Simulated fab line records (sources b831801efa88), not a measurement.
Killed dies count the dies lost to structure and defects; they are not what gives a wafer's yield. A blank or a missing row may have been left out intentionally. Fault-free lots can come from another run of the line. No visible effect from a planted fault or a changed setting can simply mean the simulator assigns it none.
fab line records | flow sky130
[record] lots = 5 wafers = 14 last_day = 50
route steps=708 shown VIA2@515 PAD_OPEN@708
lots untouched by any fault: they come from a run of this same line in which no faults occurred
start_h: hours from the record's opening day to when the first of the lot's shown wafers began | wait_h: how many hours have passed since the lot's step before this one | " the same as in the row above | L1.1+2: a row that stands for several wafers | - either no value or no given start | * or withheld: withheld | < > ~ a bound
route shown NAME@n: a module of which the file shows steps, and the number in the route of the first | usual: mean/standard deviation of fault-free wafers | same: alike in all rows | chamber/n: place in a boat | sites: each site's reading | _std_site: standard deviation of those values | _edge_site: outer sites' mean less inner sites' | radius_mm: for every site, how far away it sits from the centre of the wafer | mask NAME#n: copy n | behind: tool/chamber where the wafer was last shaped | hold: cause of the lot's hold/its duration in hours/its outcome | device: the transistor (n, p or np) that didn't switch | end of line: at the end of the route, the tests of the same wafers | a step given without rows: its recipe and nothing more | killed: the dies lost at the first sort to structure and to defects; this is not the yield of the wafer | map: shows each die of a wafer: x if killed, . if not, _ if none is there
set.NAME: the setting that was run; set.NAME@STEP: the one run at that earlier step | model.NAME: the simulator's own value behind a step, which no gauge read
certain route steps with their lots: each step a table, each wafer a row
services: the hour from which a tool's chamber was out of use, counted from the record's first day as start_h (under 0 if before that day), plus the number of hours and why
[[steps]]
[step SKY_VIA2_SOFTBAKE_08]
[recipe] temp_c = 100 time_s = 90 resist = KrF-thick
[step SKY_VIA2_EXPOSE_09]
[recipe] mask_id = VIM2 na = 0.8 source_shape = annular sigma_inner = 0.55 sigma_outer = 0.85 target_cd_nm = 200 dose_mj = 38
[step SKY_VIA2_PEB_10]
[recipe] peb_temp_c = withheld peb_time_s = withheld resist = KrF-thick
[step SKY_VIA2_DEVELOP_11]
[recipe] develop_time_s = 60 resist = KrF-thick dev_temp_c = 21
[step SKY_VIA2_CD_MEAS_12]
[recipe] target_cd_nm = 200
[usual] cd_nm = 199.8/1.7
// columns lot.wafer tool chamber start_h wait_h cd_nm
L653.1 cd_sem-02 - 854.06 - 198.0
L653.2 " - " " 200.0
L653.4 " - " " 196.8
L659.3 cd_sem-01 - 903.88 - 199.9
L659.4 " - " " 199.7
L670.1 cd_sem-02 - 983.39 - 199.7
L670.3 " - " " 199.0
L670.5 " - " " 199.3
L672.3 cd_sem-01 - 991.06 - 200.9
L672.5 " - " " 200.0
L672.6 " - " " 200.3
L673.1 cd_sem-02 - 998.26 - 200.0
L673.4 " - " " 200.1
L673.5 " - " " 198.6
[step SKY_VIA2_OVL_MEAS_13]
[usual] VIA2_OVL = -2/5.2
// columns lot.wafer tool chamber start_h wait_h VIA2_OVL[nm]
L653.1 overlay-02 - 854.18 0.1 8
L653.2 " - " " -6
L653.4 " - " " -2
L659.3 overlay-02 - 903.97 0.1 -2
L659.4 " - " " -11
L670.1 overlay-02 - 983.51 0.1 -1
L670.3 " - " " -3
L670.5 " - " " -2
L672.3 overlay-02 - 991.15 0.1 -5
L672.5 " - " " -5
L672.6 " - " " -3
L673.1 overlay-01 - 998.38 0.1 -2
L673.4 " - " " 2
L673.5 " - " " -4
[step SKY_VIA2_ETCH_14]
[recipe] chemistry = N2/H2 target = BARC ion_energy_ev = 200 source_w = 500 bias_w = 100 pressure_mtorr = 30 n2_flow_sccm = 100 h2_flow_sccm = 200 stop_on = SiO2 time_s = 45.9 target_depth_a = 600
[usual] drypump_motor_current_A = 5.7/0.41 oes_product_au = 0.855/0.0055 throttle_valve_pct = 13.224/0.0094
// columns lot.wafer tool chamber start_h wait_h drypump_motor_current_A oes_product_au rf_hours_counter_h throttle_valve_pct
L653.1 rie_diel-03 1 854.22 0.0 4.8 0.863 10 13.224
L653.2 " 3 " " 6.4 0.858 9 13.238
L653.4 " 0 " " 5.2 0.846 19 13.212
L659.3 rie_diel-04 2 903.99 0.0 5.6 0.854 24 13.238
L659.4 " 0 " " 6.0 0.854 9 13.224
L670.1 rie_diel-02 3 983.54 0.0 5.9 0.848 9 13.226
L670.3 " 0 " " 5.8 0.857 20 13.219
L670.5 " 0 " " 5.9 0.865 - 13.223
L672.3 rie_diel-03 0 991.18 0.0 5.2 0.857 2 13.223
L672.5 " 3 " " 6.4 0.860 - 13.229
L672.6 " 0 " " 5.2 0.848 - 13.217
L673.1 rie_diel-04 0 998.42 0.0 6.0 0.859 12 13.212
L673.4 " 0 " " 6.0 0.859 - 13.219
L673.5 " 2 " " 5.6 0.854 - 13.230
[step SKY_VIA2_ETCH_15]
[recipe] target = SiO2 chemistry = C4F8/O2/Ar target_depth_nm = 546 stop_on = TiN mask_material = KrF-thick source_w = 1500 bias_w = 1200 pressure_mtorr = 40 c4f8_flow_sccm = withheld O2_flow_sccm = 6 Ar_flow_sccm = 300 time_s = 84
[usual] oes_product_au = 0.940/0.0046
// columns lot.wafer tool chamber start_h wait_h oes_product_au rf_hours_counter_h
L653.1 rie_diel-03 1 854.26 0.0 0.943 10
L653.2 " 3 " " 0.942 9
L653.4 " 0 " " 0.940 19
L659.3 rie_diel-04 2 904.04 0.0 0.936 24
L659.4 " 0 " " 0.939 9
L670.1 rie_diel-02 3 983.59 0.0 0.947 9
L670.3 " 0 " " 0.934 20
L670.5 " 0 " " 0.937 -
L672.3 rie_diel-03 0 991.22 0.0 0.934 2
L672.5 " 3 " " 0.944 -
L672.6 " 0 " " 0.937 -
L673.1 rie_diel-04 0 998.46 0.0 0.939 12
L673.4 " 0 " " 0.943 -
L673.5 " 2 " " 0.941 -
[step SKY_VIA2_STRIP_16]
[recipe] chemistry = O2/N2 power_w = 1400 pressure_mtorr = 1500 platen_temp_c = withheld o2_flow_sccm = 3000 n2_flow_sccm = 300 overash_fraction = 0.5
[usual] drypump_motor_current_A = 5.8/0.41 oes_product_au = 0.399/0.0047 strip_time_to_endpoint_s = 4.053/0.021
// columns lot.wafer tool chamber start_h wait_h drypump_motor_current_A oes_product_au rf_hours_counter_h strip_time_to_endpoint_s
L653.1 plasma_asher-01 0 854.32 0.0 5.3 0.401 107 4.068
L653.2 " 1 " " 5.7 0.402 107 4.041
L653.4 " 1 " " 5.7 0.404 - 4.013
L659.3 plasma_asher-01 0 904.13 0.1 5.3 0.398 - 4.044
L659.4 " 1 " " 5.7 0.401 - 4.059
L670.1 plasma_asher-02 1 983.65 0.0 5.5 0.401 82 4.093
L670.3 " 0 " " 6.6 0.402 - 4.049
L670.5 " 0 " " 6.6 0.403 - 4.078
L672.3 plasma_asher-02 1 991.31 0.1 5.5 0.401 - 4.004
L672.5 " 1 " " 5.5 0.404 - 4.039
L672.6 " 0 " " 6.6 0.397 - 4.023
L673.1 plasma_asher-02 0 998.52 0.0 6.6 0.390 83 4.036
L673.4 " 1 " " 5.5 0.402 - 4.036
L673.5 " 1 " " 5.5 0.394 - 4.061
[step SKY_VIA2_STRIP_17]
[recipe] chemistry = post_etch_residue_remover time_s = 1200 temp_c = 72.5
[step SKY_VIA2_CLEAN_18]
[recipe] chemistry = IPA time_s = 180 temp_c = 25
[step SKY_VIA2_CLEAN_19]
[recipe] chemistry = O3/DIW dry = n2_spin
[step SKY_VIA2_SPUTTER_20]
[recipe] material = TiN target_thk_nm = 20 chamber_pressure_pa = 5 power_w = 4000 time_s = 80
[usual] throttle_valve_pct = 30.0/1.2
// columns lot.wafer tool chamber start_h wait_h throttle_valve_pct model.TiN_of_VIA2_SPUTTER_20.thk_nm
L653.1 pvd_sputter-02 - 854.91 0.0 31.9 20.06
L653.2 " - " " 31.7 20.04
L653.4 " - " " 30.8 20.15
L659.3 pvd_sputter-04 - 904.73 0.0 29.4 19.66
L659.4 " - " " 29.6 17.77
L670.1 pvd_sputter-03 - 984.24 0.0 31.0 19.75
L670.3 " - " " 29.9 19.58
L670.5 " - " " 29.6 19.63
L672.3 pvd_sputter-03 - 991.91 0.0 31.0 19.8
L672.5 " - " " 28.5 19.58
L672.6 " - " " 30.1 19.89
L673.1 pvd_sputter-04 - 999.12 0.0 28.9 20.55
L673.4 " - " " 28.1 20.35
L673.5 " - " " 28.9 20.44
[step SKY_VIA2_CVD_21]
[recipe] material = W target_thk_nm = 420 time_s = 126.4 temp_c = 400 pressure_torr = 40
[usual] heater_power_w = 831/39
// columns lot.wafer tool chamber start_h wait_h heater_power_w
L653.1 cvd_w-01 0 854.98 0.0 839
L653.2 " 1 " " 843
L653.4 " 0 " " 803
L659.3 cvd_w-02 1 904.84 0.1 817
L659.4 " 0 " " 843
L670.1 cvd_w-01 1 984.30 0.0 795
L670.3 " 0 " " 790
L670.5 " 1 " " 817
L672.3 cvd_w-01 1 992.02 0.1 809
L672.5 " 0 " " 756
L672.6 " 1 " " 799
L673.1 cvd_w-01 1 999.18 0.0 800
L673.4 " 1 " " 817
L673.5 " 1 " " 802
[step SKY_PAD_OPEN_PROBE_99]
[usual] defect_limited_yield = 81.9/1.9 killed_at_M0_to_M3 = 45/7.3 killed_at_M4_up = 3.2/1.8 killed_at_contacts = 25/5.5 killed_at_front_end = 15/4.2 killed_at_other = 0.3/0.69 killed_dies = 89/9.4 killed_open = 49/6.6 killed_short = 40/6.4 sort_bin_3_pad_short = 0.9/0.43 sort_bin_5_function = 10.7/1.5 sort_bin_6_memory = 6.5/1.2 sort_n_pass = 403/9.4 sort_yield_pct = 81.9/1.9
[same] gross_dies = 492 killed_at_back_side = 0 sort_bin_4_leakage[%] = 0 sort_bin_8_speed[%] = 0
// columns lot.wafer tool chamber start_h wait_h defect_limited_yield[%] killed_at_M0_to_M3 killed_at_M4_up killed_at_contacts killed_at_front_end killed_at_other killed_dies killed_open killed_short sort_bin_3_pad_short[%] sort_bin_5_function[%] sort_bin_6_memory[%] sort_n_pass sort_yield_pct[%]
L670.1 prober-02 - 1180.11 0.1 78.0 55 2 36 14 1 108 62 46 0.6 13.6 7.7 384 78.0
L670.3 prober-02 - 1180.21 0.2 81.3 60 4 18 9 1 92 44 48 0.8 10.6 7.3 400 81.3
L670.5 prober-02 - 1180.31 0.2 81.9 46 2 28 13 0 89 46 43 0.6 8.7 8.7 403 81.9
// killed by level:class
L670.1 VIA1:geometric_particle:open=18 CONTACT:geometric_particle:open=12 LI_CONTACT:geometric_particle:open=10 VIA2:geometric_particle:open=9 CONTACT:geometric_particle:short=7 VIA3:geometric_particle:open=6 VIA1:geometric_particle:short=6 LOCAL_INTERCONNECT:geometric_particle:short=5
L670.3 VIA2:geometric_particle:open=13 METAL2:geometric_particle:short=9 VIA1:geometric_particle:open=9 VIA3:geometric_particle:open=7 CONTACT:geometric_particle:open=6 METAL3:geometric_particle:short=6 LOCAL_INTERCONNECT:geometric_particle:short=5 METAL1:geometric_particle:short=5
L670.5 VIA1:geometric_particle:open=12 CONTACT:geometric_particle:open=11 METAL2:geometric_particle:short=8 VIA1:geometric_particle:short=6 LI_CONTACT:geometric_particle:open=6 CONTACT:geometric_particle:short=5 VIA2:geometric_particle:open=5 POLY_GATE:geometric_particle:short=4
[[services]]
// columns tool chamber start_h hours kind
rie_diel-03 3 832.31 3.9 repair
rie_diel-02 1 846.28 6.7 repair
rie_diel-04 3 859.52 2.9 repair
rie_diel-04 2 860.83 8.7 repair
cvd_w-01 - 877.68 2.2 repair
rie_diel-04 0 882.33 20.5 repair
rie_diel-03 0 887.64 1.2 repair
pvd_sputter-03 - 898.70 2.3 repair
cvd_w-01 - 904.00 14.0 pm
rie_diel-03 1 908.29 35.7 repair
pvd_sputter-04 - 909.05 1.5 repair
rie_diel-02 - 916.76 1.3 repair
cvd_w-01 - 918.00 2.8 pm
rie_diel-04 - 919.87 15.6 pm
rie_diel-04 3 936.56 18.8 repair
rie_diel-04 0 940.90 3.8 repair
rie_diel-02 1 952.13 5.0 repair
pvd_sputter-04 - 952.46 1.3 repair
rie_diel-04 2 958.07 9.2 repair
rie_diel-04 2 978.66 3.6 repair
rie_diel-03 - 987.52 1.2 repair
pvd_sputter-04 - 987.84 2.0 repair
rie_diel-04 3 995.21 3.6 repair
rie_diel-03 3 998.03 4.1 repair
[[key]]
first_sign none at tools or gauges
[model_effect] step = SKY_VIA2_SPUTTER_20 value = TiN_of_VIA2_SPUTTER_20.thk_nm without = 19.72 struck = 17.77
met_at SKY_VIA2_SPUTTER_20
struck_wafers L659.4
[fault] kind = process_parameter_drift tool = pvd_sputter-04 chamber = - onset_h = 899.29 steps = SKY_VIA2_SPUTTER_20 channel = time_s offset = * shape = step end_h = 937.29 scope = struck_wafers_only acts_in = * stated = *
